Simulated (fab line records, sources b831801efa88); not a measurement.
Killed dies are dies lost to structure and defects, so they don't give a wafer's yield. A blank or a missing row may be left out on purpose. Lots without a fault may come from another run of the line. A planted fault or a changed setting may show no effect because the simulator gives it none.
Problem report in the 8D (eight disciplines) form, filled by code | flow sfq_line | the parts of the form that need people (team, actions taken, sign-off) are left out

1. THE PROBLEM
rf_fwd_power_W at SFQ_TRILAYER_I3_DEP_PECVD_081 reads a mean of 211.9 W on 3 wafers of 3 lots; wafers without a fault read 182.4 W with a standard deviation of 0.6. That is +49 standard deviations from the usual mean.
The step: deposits SiO2 from SiH4/N2O, time 111.11 s, target thk 500 nm.
First seen on wafer L197.5, day 51 06:08, on pecvd-03. The record holds 45 wafers of 15 lots with a number at this step. Rule for "out", or "out of limits": more than 4 standard deviations from the usual mean. The other wafers with a number count as sound.

2. WHAT IT IS AND WHAT IT IS NOT
question                    | is                     | is not
which readings at this step | rf_fwd_power_W         | throttle_valve_pct
which lots                  | L197, L198, L199       | L187, L189, L190, L191, L192, L193, L195, L196, L200, L206, L207, L209
which wafers of those lots  | L197.5, L198.5, L199.2 | L197.3, L197.6, L198.3, L198.4, L199.1, L199.4
read on which tools         | pecvd-03               | pecvd-01, pecvd-02
when                        | from day 51 06:08      | up to then (26 sound wafers); but 16 sound wafers of L198, L199, L200, L206, L207, L209 came after

3. SUSPECTS, AND WHAT RULES EACH OUT
Counting: a tool at a process step up to the reading stays a suspect if it ran every lot that is out. Sound lots after the first of them don't rule it out here, since some wafers of a struck lot are sound.
- pecvd-03 at SFQ_TRILAYER_I3_DEP_PECVD_081 (deposits SiO2 from SiH4/N2O, time 111.11 s, target thk 500 nm): kept. It ran every lot that is out, first L197 (day 51 06:08); its last sound lot up to then is L196 (day 51 00:56). Its own readings are out on those wafers: rf_fwd_power_W.
- Within pecvd-03 at SFQ_TRILAYER_I3_DEP_PECVD_081: the wafers that are out ran in chamber 2; their sound lot-mates ran in chambers 0, 1.
Left after counting: pecvd-03 at SFQ_TRILAYER_I3_DEP_PECVD_081.

4. THE CAUSE (what the simulator had put in)
Process parameter drift: pecvd-03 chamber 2, from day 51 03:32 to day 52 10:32, at SFQ_TRILAYER_I3_DEP_PECVD_081. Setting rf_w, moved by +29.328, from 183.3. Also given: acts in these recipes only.
Counting left only this tool.

5. THE CHAIN OF EFFECTS, in route order
Each row: a reading whose mean over the struck wafers that have a number lies more than 3 standard deviations from the usual. Only readings for which the record gives a usual standard deviation are gone through. hours: the time from each lot's start at the first step in this table that gives one to its start at this step, as a median over the lots. sigmas: the change in usual standard deviations.
hours | step                          | reading        | usual   | on struck wafers | change | sigmas
0     | SFQ_TRILAYER_I3_DEP_PECVD_081 | rf_fwd_power_W | 182.4 W | 211.9            | +29.5  | +49
The process steps in it:
- SFQ_TRILAYER_I3_DEP_PECVD_081: deposits SiO2 from SiH4/N2O, time 111.11 s, target thk 500 nm.

6. WHAT WOULD HAVE CAUGHT IT SOONER
In this record the first reading out of limits was taken at day 51 06:08, 3 hours after the fault began at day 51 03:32.
